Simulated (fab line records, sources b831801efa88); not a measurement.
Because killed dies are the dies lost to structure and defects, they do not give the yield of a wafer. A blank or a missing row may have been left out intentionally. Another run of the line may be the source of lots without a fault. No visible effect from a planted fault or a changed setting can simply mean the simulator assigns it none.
Which tool did it? -- flow gf180mcu -- 14 lots with 42 wafers sampled at 4 steps, on a route of 602 steps

## WHAT EACH GAUGE READ, for each wafer
GF_STI_BOW_MEAS_00. Usual: INCOMING_BOW 0 um, standard deviation 6.5.
lot,measured,on,INCOMING_BOW (um),flag
L665,day 1 10:01,filmMetro-03,5 3 -6,
L666,day 1 15:00,filmMetro-02,-6 10 -3,
L667,day 1 20:00,filmMetro-03,6 -7 -5,
L668,day 2 01:01,filmMetro-03,-2 -4 -7,
L670,day 2 11:02,filmMetro-03,0 8 -6,
L674,day 3 07:00,filmMetro-03,8 22 -10,
L675,day 3 12:00,filmMetro-02,-1 -1 -7,
L676,day 3 17:00,filmMetro-02,-4 -2 4,
L678,day 4 03:01,filmMetro-02,-7 -4 1,
L679,day 4 08:02,filmMetro-02,8 12 -12,
L681,day 4 18:00,filmMetro-04,5 5 -7,
L682,day 4 23:00,filmMetro-02,-6 1 4,
L687,day 6 00:00,filmMetro-02,7 4 -4,
L688,day 6 05:00,filmMetro-04,10 5 2,

GF_VT_IMPLANT_OVL_MEAS_40. Usual: VT_IMPLANT_03_OVL -0.1 nm, standard deviation 1.3.
lot,measured,on,VT_IMPLANT_03_OVL (nm),flag
L665,day 7 13:22,overlay-02,0.9 0.3 1.9,
L666,day 7 21:11,overlay-01,-4.8 -2.9 -2.9,
L667,day 8 04:43,overlay-01,0.2 -0.9 0.2,
L668,day 8 07:53,overlay-01,1.1 -0.6 -0.4,
L670,day 8 21:10,overlay-01,0.6 0.0 0.8,
L674,day 10 00:14,overlay-01,1.8 2.9 1.2,
L675,day 10 05:23,overlay-01,-0.4 0.8 1.5,
L676,day 10 16:13,overlay-02,-0.4 -1.5 -1.9,
L678,day 11 02:59,overlay-02,-0.1 -0.5 0.0,
L679,day 11 11:44,overlay-01,-0.5 0.9 0.7,
L681,day 11 22:54,overlay-02,-0.7 -0.7 -0.1,
L682,day 12 05:08,overlay-02,-0.4 1.1 0.5,
L687,day 13 17:08,overlay-02,1.6 1.2 0.6,
L688,day 13 23:44,overlay-01,-0.1 -1.3 -1.4,

## WHICH TOOL RAN EACH LOT (tool, then ch and the chambers of the sampled wafers, then the start)
lot,GF_DNWELL_IMPLANT_07,GF_LVPWELL_STRIP_10
L665,"implanter-02 ch 0, day 2 18:33","plasmaAsher-03 ch 0,1, day 3 21:16"
L666,"implanter-03 ch 0, day 3 00:23","plasmaAsher-02 ch 0,1, day 4 03:04"
L667,"implanter-04 ch 0, day 3 05:14","plasmaAsher-03 ch 1, day 4 08:31"
L668,"implanter-03 ch 0, day 3 10:18","plasmaAsher-04 ch 0,1, day 4 14:05"
L670,"implanter-03 ch 0, day 3 20:23","plasmaAsher-02 ch 0,1, day 5 00:50"
L674,"implanter-02 ch 0, day 4 17:50","plasmaAsher-02 ch 0,1, day 5 23:47"
L675,"implanter-02 ch 0, day 4 22:50","plasmaAsher-02 ch 0,1, day 6 04:52"
L676,"implanter-04 ch 0, day 5 05:37","plasmaAsher-04 ch 0,1, day 6 12:32"
L678,"implanter-02 ch 0, day 5 14:28","plasmaAsher-02 ch 0,1, day 6 21:40"
L679,"implanter-03 ch 0, day 5 21:43","plasmaAsher-03 ch 0,1, day 7 05:12"
L681,"implanter-04 ch 0, day 6 06:44","plasmaAsher-04 ch 0,1, day 7 14:01"
L682,"implanter-03 ch 0, day 6 11:38","plasmaAsher-04 ch 0, day 7 19:16"
L687,"implanter-03 ch 0, day 7 14:35","plasmaAsher-04 ch 0,1, day 8 23:13"
L688,"implanter-03 ch 0, day 7 20:08","plasmaAsher-04 ch 0,1, day 9 05:07"
- GF_DNWELL_IMPLANT_07
- GF_LVPWELL_STRIP_10: strips in O2/N2.

## WHAT THE TOOLS THEMSELVES READ (means of the sampled wafers that have a number; where no wafer has one, the mark that the record gives instead)
GF_DNWELL_IMPLANT_07. Usual: beamEnergyKeV 1500.0, standard deviation 0.55; doseIonsCm2 9.999e+12, standard deviation 1.2e+10.
lot,tool,beamEnergyKeV,doseIonsCm2,flag
L665,implanter-02,1500.2,9.994e+12,
L666,implanter-03,1500.1,9.995e+12,
L667,implanter-04,1499.9,9.988e+12,
L668,implanter-03,1500.2,1.000e+13,
L670,implanter-03,1500.4,1.000e+13,
L674,implanter-02,1500.8,9.988e+12,
L675,implanter-02,1500.0,9.411e+12,OFF
L676,implanter-04,1499.5,1.001e+13,
L678,implanter-02,1500.1,9.410e+12,OFF
L679,implanter-03,1499.4,9.996e+12,
L681,implanter-04,1499.8,9.993e+12,
L682,implanter-03,1499.0,9.997e+12,
L687,implanter-03,1499.9,1.001e+13,
L688,implanter-03,1499.5,1.001e+13,

GF_LVPWELL_STRIP_10. Usual: drypumpMotorCurrentA 5.8 A, standard deviation 0.61; heaterPowerW 344 W, standard deviation 22; oesProductAu 0.723 a.u., standard deviation 0.0043; stripTimeToEndpointS 36.94 s, standard deviation 0.085.
lot,tool,drypumpMotorCurrentA (A),heaterPowerW (W),oesProductAu (a.u.),stripTimeToEndpointS (s),flag
L665,plasmaAsher-03,5.5,343,0.722,36.95,
L666,plasmaAsher-02,5.8,382,0.723,37.00,
L667,plasmaAsher-03,5.9,346,0.717,37.00,
L668,plasmaAsher-04,6.2,335,0.721,36.95,
L670,plasmaAsher-02,5.5,383,0.728,36.93,
L674,plasmaAsher-02,5.9,368,0.721,36.84,
L675,plasmaAsher-02,5.5,357,0.723,37.05,
L676,plasmaAsher-04,5.8,319,0.718,36.89,
L678,plasmaAsher-02,5.8,371,0.721,36.95,
L679,plasmaAsher-03,5.5,342,0.721,36.92,
L681,plasmaAsher-04,6.3,321,0.718,37.03,
L682,plasmaAsher-04,6.7,338,0.720,36.97,
L687,plasmaAsher-04,6.2,327,0.722,36.99,
L688,plasmaAsher-04,5.7,320,0.721,36.96,

## THE ANSWER, worked out from the rows above alone
Rule: take the mean of a lot's wafers that have a number; if it is more than 3 standard deviations from the usual mean, the lot is off. Also off: a lot with no number at a reading for which 4 or more lots have one. Any other lot the step has rows for is counted as sound. After the gauges, taken in route order, come the tools' own readings; for these a lot's mean is taken, as printed above. At the first step where some lot is off, the reading lying furthest off is the one used; lots without a number count as furthest.
Off: L675, L678, at GF_DNWELL_IMPLANT_07 (doseIonsCm2).
If a tool, at that step or one of the process steps before it, ran each lot that is off and ran no sound lot following the first of them, it fits. One candidate fits, namely implanter-02 at GF_DNWELL_IMPLANT_07. Its last sound lot is L674 (day 4 17:50), its first lot that is off L675 (day 4 22:50): a fault that began between those two fits.
On the lots that are off, the tool's own readings at GF_DNWELL_IMPLANT_07 differ by more than 5 times the standard deviation of the sound lots' means, which bears it out; doseIonsCm2 reads 9.410e+12 there versus 9.998e+12 on the sound lots.

## WHAT THE SIMULATOR HAD INSERTED
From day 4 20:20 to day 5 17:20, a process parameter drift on implanter-02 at GF_DNWELL_IMPLANT_07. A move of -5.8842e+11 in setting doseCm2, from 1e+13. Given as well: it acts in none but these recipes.
Lots struck among those shown: L675, L678. The rule above reached the same finding.
